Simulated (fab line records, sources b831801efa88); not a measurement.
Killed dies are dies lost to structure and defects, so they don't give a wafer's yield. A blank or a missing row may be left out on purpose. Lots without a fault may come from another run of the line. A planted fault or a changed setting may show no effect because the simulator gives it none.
One fault seen from 2 desks | flow gf180mcu | each desk has only its own numbers; what lay behind them comes last

THE TOOL OWNER'S DESK: cvd_w-02
The tool's own readings at GF_V2_CVD_23 (deposits W, target thk 350 nm, time 104.94 s): means of the sampled wafers that have a number, for each lot that ran on this tool. A lot is out of limits, marked OUT, if its mean lies more than 4 standard deviations from the usual mean; the brackets give that distance.
Columns: A = chamber_pressure_Torr at GF_V2_CVD_23, usual 39.98 Torr; B = heater_power_w at GF_V2_CVD_23, usual 864 W; C = susceptor_temp_C at GF_V2_CVD_23, usual 399.99 C
lot  | first seen here | A     | B   | C
L948 | day 20 17:32    | 40.07 | 863 | 399.86
L953 | day 22 14:53    | 39.98 | 798 | 399.81
L954 | day 23 03:21    | 40.00 | 865 | 400.02
L957 | day 24 01:57    | 39.94 | 870 | 400.10
L958 | day 24 08:42    | 40.04 | 864 | 400.08
L959 | day 24 16:54    | 39.94 | 837 | 400.17
L960 | day 24 23:42    | 39.96 | 765 | 386.69 (-58) OUT
L962 | day 25 14:42    | 40.09 | 764 | 386.82 (-57) OUT
L970 | day 27 22:39    | 39.90 | 823 | 399.90
This desk's finding: out of limits on L960, L962; first on L960, day 24 23:42 (susceptor_temp_C at GF_V2_CVD_23). In limits: L948, L953, L954, L957, L958, L959, L970.

THE METROLOGY DESK
What the gauges read, lot by lot, whatever tool the lot ran on: means of the sampled wafers that have a number. A lot is out of limits, marked OUT, if its mean lies more than 4 standard deviations from the usual mean; the brackets give that distance.
Columns: A = V2_OVL at GF_V2_OVL_MEAS_15, usual -3 nm; B = V2_W_RS at GF_V2_RS_MEAS_24, usual 0.328 ohm/sq; C = V2_W_THK at GF_V2_THK_MEAS_25, usual 356 nm
lot  | first seen here | A   | B               | C
L948 | day 20 16:43    | -2  | 0.325           | 357
L953 | day 22 14:04    | -8  | 0.329           | 354
L954 | day 23 02:28    | -4  | 0.323           | 360
L957 | day 24 01:07    | -11 | 0.328           | 356
L958 | day 24 07:54    | -1  | 0.325           | 361
L959 | day 24 16:06    | -1  | 0.328           | 356
L960 | day 24 22:52    | 7   | 0.415 (+26) OUT | 281 (-16) OUT
L961 | day 25 04:43    | 3   | 0.324           | 362
L962 | day 25 13:54    | 3   | 0.419 (+27) OUT | 279 (-17) OUT
L964 | day 26 06:57    | 1   | 0.330           | 357
L970 | day 27 21:51    | -3  | 0.328           | 360
This desk's finding: out of limits on L960, L962; first on L960, day 24 23:50 (V2_W_RS at GF_V2_RS_MEAS_24). In limits: L948, L953, L954, L957, L958, L959, L961, L964, L970.

PUT TOGETHER
The tool owner's desk could have raised an alarm at day 24 23:42, on L960, L962.
The metrology desk could have raised an alarm at day 24 23:50, on L960, L962.
Of the lots named, all ran GF_V2_CVD_23 on cvd_w-02.

WHAT THE SIMULATOR HAD PUT IN
Process parameter drift: cvd_w-02, from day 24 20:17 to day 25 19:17, at GF_V2_CVD_23. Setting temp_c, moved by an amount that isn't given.
Lots struck among those shown: L960, L962.
Hours from the fault's start to each desk's first reading out of limits: the tool owner's desk, 3; the metrology desk, 4.
